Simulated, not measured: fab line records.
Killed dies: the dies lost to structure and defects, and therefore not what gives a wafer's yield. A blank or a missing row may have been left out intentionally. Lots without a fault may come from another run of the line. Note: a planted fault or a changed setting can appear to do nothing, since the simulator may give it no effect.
fab line records	flow gf180mcu
record: lots: 15	wafers: 45	lastDay: 34
route steps=602 shown M3@409
lots untouched by any fault: they come from a run of this same line in which no faults occurred
startH: hours from the record's opening day to when the first of the lot's shown wafers began	waitH: time in hours since the lot's previous step	" repeats the value in the row above	L1.1+2: a single row standing in for several wafers	- no value, or no start given	* or withheld: withheld	< > ~ a bound
route shown NAME@n: a module of which the file shows steps, and the number in the route of the first	usual: mean/standard deviation taken from wafers without a fault	same: alike in all rows	chamber/n: place in a boat	sites: readings site by site	_std_site: standard deviation of those values	_edge_site: inner sites' mean taken away from outer sites' mean	radiusMm: for every site, how far away it sits from the centre of the wafer	mask NAME#n: copy n	behind: the last tool/chamber to shape the wafer	hold: cause of the lot's hold/its duration in hours/its outcome	device: whichever transistor did not switch (one of n, p or np)	end of line: at the end of the route, the tests of the same wafers	for a step that has no rows: nothing shown but its recipe	killed: dies lost to structure and defects at the first sort, not the wafer's yield	map: a wafer's dies, x killed, . not, _ none there
set.NAME: the setting the step ran with; set.NAME@STEP: the setting that earlier step ran with	model.NAME: the simulator's own value behind a step, which no gauge read
route steps across a sampled set of lots; one table per step, one row per wafer
services: from which hour (startH, from the record's first day; less than 0 if before it) a tool's chamber was out of use, for how many hours, and why
== steps ==
step: GF_M3_SPUTTER_00
recipe: material: Ti	targetThkNm: 37.5	arrivingIonEnergyEv: 80	substrateTempC: 200	chamberPressurePa: 2	powerW: 4000	timeS: 150
usual: throttleValvePct: 30.4/0.75
lot.wafer	tool	chamber	startH	waitH	throttleValvePct
L244.2	pvdSputter-02	-	473.75	0.1	29.6
L244.3	"	-	"	"	29.1
L244.5	"	-	"	"	30.6
L247.1	pvdSputter-03	-	498.56	0.1	31.7
L247.2	"	-	"	"	30.0
L247.4	"	-	"	"	31.6
L248.1	pvdSputter-02	-	504.63	0.1	30.3
L248.5	"	-	"	"	30.7
L248.6	"	-	"	"	29.6
L249.2	pvdSputter-01	-	506.57	0.1	30.3
L249.3	"	-	"	"	29.6
L249.5	"	-	"	"	30.2
L257.2	pvdSputter-03	-	570.16	0.1	31.0
L257.4	"	-	"	"	30.1
L257.6	"	-	"	"	31.4
L258.2	pvdSputter-02	-	587.15	0.2	30.7
L258.3	"	-	"	"	29.4
L258.6	"	-	"	"	29.5
L259.1	pvdSputter-03	-	592.41	0.1	31.5
L259.2	"	-	"	"	30.0
L259.5	"	-	"	"	31.6
L260.1	pvdSputter-03	-	600.71	0.1	31.4
L260.2	"	-	"	"	31.3
L260.3	"	-	"	"	31.4
L261.2	pvdSputter-02	-	603.11	0.1	29.5
L261.3	"	-	"	"	29.8
L261.6	"	-	"	"	30.6
L262.1	pvdSputter-02	-	612.29	0.1	29.5
L262.2	"	-	"	"	29.7
L262.5	"	-	"	"	29.8
L263.1	pvdSputter-02	-	622.97	0.2	29.8
L263.2	"	-	"	"	29.9
L263.6	"	-	"	"	29.5
L264.2	pvdSputter-02	-	625.51	0.2	30.5
L264.3	"	-	"	"	29.3
L264.5	"	-	"	"	29.4
L265.1	pvdSputter-03	-	636.20	0.2	31.3
L265.3	"	-	"	"	31.5
L265.4	"	-	"	"	29.8
L266.3	pvdSputter-03	-	642.26	0.1	31.3
L266.4	"	-	"	"	31.6
L266.6	"	-	"	"	30.1
L267.4	pvdSputter-03	-	647.95	0.2	31.2
L267.5	"	-	"	"	31.4
L267.6	"	-	"	"	31.3
step: GF_M3_PEB_12
recipe: pebTempC: 135	pebTimeS: 90	resist: KrF
usual: chillPlateTempC: 22.97/0.11	exhaustPa: 45.2/0.86	pebTimeS: 90/0
lot.wafer	tool	chamber	startH	waitH	chillPlateTempC	exhaustPa	pebTimeS
L244.2	lithoTrack-02	0	497.32	-	22.91	44.2	90
L244.3	"	0	"	"	22.99	44.7	90
L244.5	"	0	"	"	23.10	45.8	90
L247.1	lithoTrack-03	0	521.22	-	23.08	46.8	90
L247.2	"	0	"	"	22.95	43.6	90
L247.4	"	0	"	"	22.84	45.8	90
L248.1	lithoTrack-04	0	527.80	-	22.86	45.4	90
L248.5	"	0	"	"	22.82	45.2	90
L248.6	"	0	"	"	22.95	45.4	90
L249.2	lithoTrack-03	0	529.90	-	22.92	45.4	90
L249.3	"	0	"	"	23.00	44.8	90
L249.5	"	0	"	"	22.85	45.8	90
L257.2	lithoTrack-02	-	591.32	-	-	-	-
L257.4	"	-	"	"	-	-	-
L257.6	"	-	"	"	-	-	-
L258.2	lithoTrack-02	-	607.67	-	-	-	-
L258.3	"	-	"	"	-	-	-
L258.6	"	-	"	"	-	-	-
L259.1	lithoTrack-02	-	612.88	-	-	-	-
L259.2	"	-	"	"	-	-	-
L259.5	"	-	"	"	-	-	-
L260.1	lithoTrack-03	0	620.62	-	23.27	45.0	90
L260.2	"	0	"	"	23.11	45.9	90
L260.3	"	0	"	"	22.98	45.4	90
L261.2	lithoTrack-04	0	623.34	-	22.91	46.8	90
L261.3	"	0	"	"	22.87	45.6	90
L261.6	"	0	"	"	22.79	44.9	90
L262.1	lithoTrack-02	0	633.08	-	22.98	45.8	90
L262.2	"	0	"	"	22.91	45.6	90
L262.5	"	0	"	"	23.09	44.3	90
L263.1	lithoTrack-03	0	643.62	-	22.86	43.8	90
L263.2	"	0	"	"	23.03	44.8	90
L263.6	"	0	"	"	22.99	45.1	90
L264.2	lithoTrack-03	0	645.40	-	23.03	44.4	90
L264.3	"	0	"	"	22.90	44.8	90
L264.5	"	0	"	"	22.99	44.4	90
L265.1	lithoTrack-02	0	655.28	-	22.84	45.3	90
L265.3	"	0	"	"	22.88	43.9	90
L265.4	"	0	"	"	22.78	46.1	90
L266.3	lithoTrack-03	0	661.48	-	22.97	45.0	90
L266.4	"	0	"	"	22.95	44.7	90
L266.6	"	0	"	"	23.07	46.0	90
L267.4	lithoTrack-02	0	666.98	-	23.06	46.1	90
L267.5	"	0	"	"	22.93	45.2	90
L267.6	"	0	"	"	22.99	44.8	90
step: GF_M3_CD_MEAS_14
recipe: targetCdNm: 280
usual: cdNm: 279.7/1.2
lot.wafer	tool	chamber	startH	waitH	cdNm
L244.2	cdSem-02	-	497.65	0.1	281.3
L244.3	"	-	"	"	280.6
L244.5	"	-	"	"	280.6
L247.1	cdSem-01	-	521.57	0.1	279.4
L247.2	"	-	"	"	280.2
L247.4	"	-	"	"	279.6
L248.1	cdSem-02	-	528.15	0.1	279.8
L248.5	"	-	"	"	280.6
L248.6	"	-	"	"	280.3
L249.2	cdSem-02	-	530.24	0.1	280.6
L249.3	"	-	"	"	280.0
L249.5	"	-	"	"	280.6
L257.2	cdSem-02	-	591.65	0.1	-
L257.4	"	-	"	"	-
L257.6	"	-	"	"	-
L258.2	cdSem-01	-	608.00	0.1	-
L258.3	"	-	"	"	-
L258.6	"	-	"	"	-
L259.1	cdSem-01	-	613.23	0.1	-
L259.2	"	-	"	"	-
L259.5	"	-	"	"	-
L260.1	cdSem-01	-	620.97	0.1	278.3
L260.2	"	-	"	"	279.0
L260.3	"	-	"	"	278.5
L261.2	cdSem-01	-	623.78	0.2	279.4
L261.3	"	-	"	"	277.7
L261.6	"	-	"	"	278.6
L262.1	cdSem-01	-	633.43	0.1	278.7
L262.2	"	-	"	"	278.4
L262.5	"	-	"	"	279.0
L263.1	cdSem-01	-	643.97	0.1	280.3
L263.2	"	-	"	"	280.9
L263.6	"	-	"	"	280.7
L264.2	cdSem-01	-	645.79	0.2	278.4
L264.3	"	-	"	"	278.0
L264.5	"	-	"	"	278.3
L265.1	cdSem-01	-	655.63	0.1	279.3
L265.3	"	-	"	"	279.2
L265.4	"	-	"	"	279.0
L266.3	cdSem-01	-	661.81	0.1	279.8
L266.4	"	-	"	"	279.3
L266.6	"	-	"	"	279.4
L267.4	cdSem-01	-	671.26	4.1	280.6
L267.5	"	-	"	"	281.6
L267.6	"	-	"	"	280.0
step: GF_M3_STRIP_17
recipe: chemistry: O2/N2	powerW: 1400	pressureMtorr: 1500	platenTempC: 250	o2FlowSccm: 3000	n2FlowSccm: 300	overashFraction: 0.5
usual: drypumpMotorCurrentA: 5.5/0.33	heaterPowerW: 360/36	o2FlowSccm: 3001/8.3	oesProductAu: 0.557/0.0049	stripTimeToEndpointS: 7.87/0.034
lot.wafer	tool	chamber	startH	waitH	drypumpMotorCurrentA	heaterPowerW	o2FlowSccm	oesProductAu	rfHoursCounterH	stripTimeToEndpointS
L244.2	plasmaAsher-01	0	497.90	0.1	5.4	363	3003	0.559	69	7.84
L244.3	"	0	"	"	5.4	368	2999	0.555	-	7.83
L244.5	"	0	"	"	5.4	358	3004	0.551	-	7.83
L247.1	plasmaAsher-02	1	521.84	0.1	5.6	413	2995	0.556	10	7.91
L247.2	"	0	"	"	6.0	339	3008	0.562	10	7.87
L247.4	"	0	"	"	6.1	337	3001	0.554	-	7.92
L248.1	plasmaAsher-03	1	528.42	0.1	5.9	355	3013	0.562	44	7.84
L248.5	"	1	"	"	5.9	357	3018	0.562	-	7.86
L248.6	"	0	"	"	5.1	403	3010	0.556	-	7.84
L249.2	plasmaAsher-02	1	530.49	0.1	5.6	405	2998	0.566	11	7.85
L249.3	"	0	"	"	6.0	332	3003	0.562	-	7.93
L249.5	"	1	"	"	5.6	409	3003	0.557	-	7.90
L257.2	plasmaAsher-01	1	591.90	0.1	5.4	312	2997	0.555	79	7.89
L257.4	"	0	"	"	5.4	360	3006	0.562	-	7.91
L257.6	"	1	"	"	5.4	295	2989	0.551	-	7.90
L258.2	plasmaAsher-03	1	608.25	0.1	5.9	359	3000	0.559	50	7.87
L258.3	"	1	"	"	5.9	357	2999	0.556	-	7.84
L258.6	"	1	"	"	5.9	356	2994	0.552	-	7.88
L259.1	plasmaAsher-02	0	613.50	0.1	6.0	338	3001	0.562	20	7.91
L259.2	"	1	"	"	5.6	414	3015	0.559	20	7.86
L259.5	"	0	"	"	6.0	324	2999	0.565	-	7.94
L260.1	plasmaAsher-03	0	621.24	0.1	5.1	402	2988	0.553	51	7.88
L260.2	"	1	"	"	6.0	360	3012	0.558	51	7.91
L260.3	"	1	"	"	5.9	365	3000	0.553	-	7.92
L261.2	plasmaAsher-03	1	624.03	0.1	5.9	362	2991	0.562	51	7.85
L261.3	"	1	"	"	6.0	357	2999	0.559	-	7.85
L261.6	"	1	"	"	6.0	363	3015	0.552	-	7.83
L262.1	plasmaAsher-01	1	633.70	0.1	5.4	314	2992	0.563	84	7.87
L262.2	"	0	"	"	5.3	359	2996	0.547	84	7.82
L262.5	"	1	"	"	5.4	311	2985	0.553	-	7.81
L263.1	plasmaAsher-01	1	644.24	0.1	5.4	314	2992	0.556	86	7.92
L263.2	"	0	"	"	5.3	365	3002	0.563	86	7.93
L263.6	"	0	"	"	5.3	359	3016	0.561	-	7.95
L264.2	plasmaAsher-01	1	646.04	0.1	5.4	302	2997	0.551	86	7.82
L264.3	"	0	"	"	5.3	360	3015	0.558	-	7.83
L264.5	"	1	"	"	5.4	313	2998	0.548	-	7.83
L265.1	plasmaAsher-01	1	655.90	0.1	5.4	294	3001	0.552	87	7.85
L265.3	"	1	"	"	5.4	304	3018	0.552	-	7.87
L265.4	"	0	"	"	5.3	362	3009	0.561	-	7.89
L266.3	plasmaAsher-02	0	662.07	0.1	6.1	338	3003	0.566	-	7.92
L266.4	"	1	"	"	5.6	410	2988	0.556	-	7.89
L266.6	"	1	"	"	5.6	409	2985	0.566	-	7.93
L267.4	plasmaAsher-01	0	671.54	0.1	5.4	356	3006	0.559	-	7.88
L267.5	"	0	"	"	5.3	362	3006	0.559	-	7.85
L267.6	"	1	"	"	5.4	307	2992	0.558	-	7.89
== services ==
tool	chamber	startH	hours	kind
pvdSputter-02	-	475.18	1.4	repair
plasmaAsher-01	-	514.57	12.3	repair
pvdSputter-01	-	518.89	4.1	repair
plasmaAsher-01	-	520.23	1.0	repair
plasmaAsher-03	-	564.79	24.4	repair
plasmaAsher-02	-	587.21	10.3	repair
pvdSputter-01	-	593.20	0.5	repair
plasmaAsher-02	-	600.36	2.2	repair
plasmaAsher-03	-	603.25	4.9	repair
plasmaAsher-02	-	634.87	2.8	pm
== key ==
firstSign: step: GF_M3_PEB_12	reading: toolRecord	direction: missing
effect none on later readings
metAt GF_M3_PEB_12
struckLots L257,L258,L259
laterRowsLeftOut L257.2,L257.4,L257.6,L258.2,L258.3,L258.6,L259.1,L259.2,L259.5
sortLeftOut L257.2,L257.4,L257.6,L258.2,L258.3,L258.6,L259.1,L259.2,L259.5
notActingAt GF_M3_SPUTTER_00,GF_M3_CD_MEAS_14,GF_M3_STRIP_17
onsetBetween 497.32 591.32
fault: kind: skippedStepWhole	tool: lithoTrack-02	chamber: -	onsetH: 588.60	steps: GF_M3_PEB_12	scope: struckLotsOnly
sortLeftOut: the simulated sort isn't trusted on such a fault, so these wafers' sort isn't shown, and their yield isn't known
laterRowsLeftOut: the simulator's readings of these wafers behind a module that went badly wrong aren't trusted and aren't shown, but for the sort
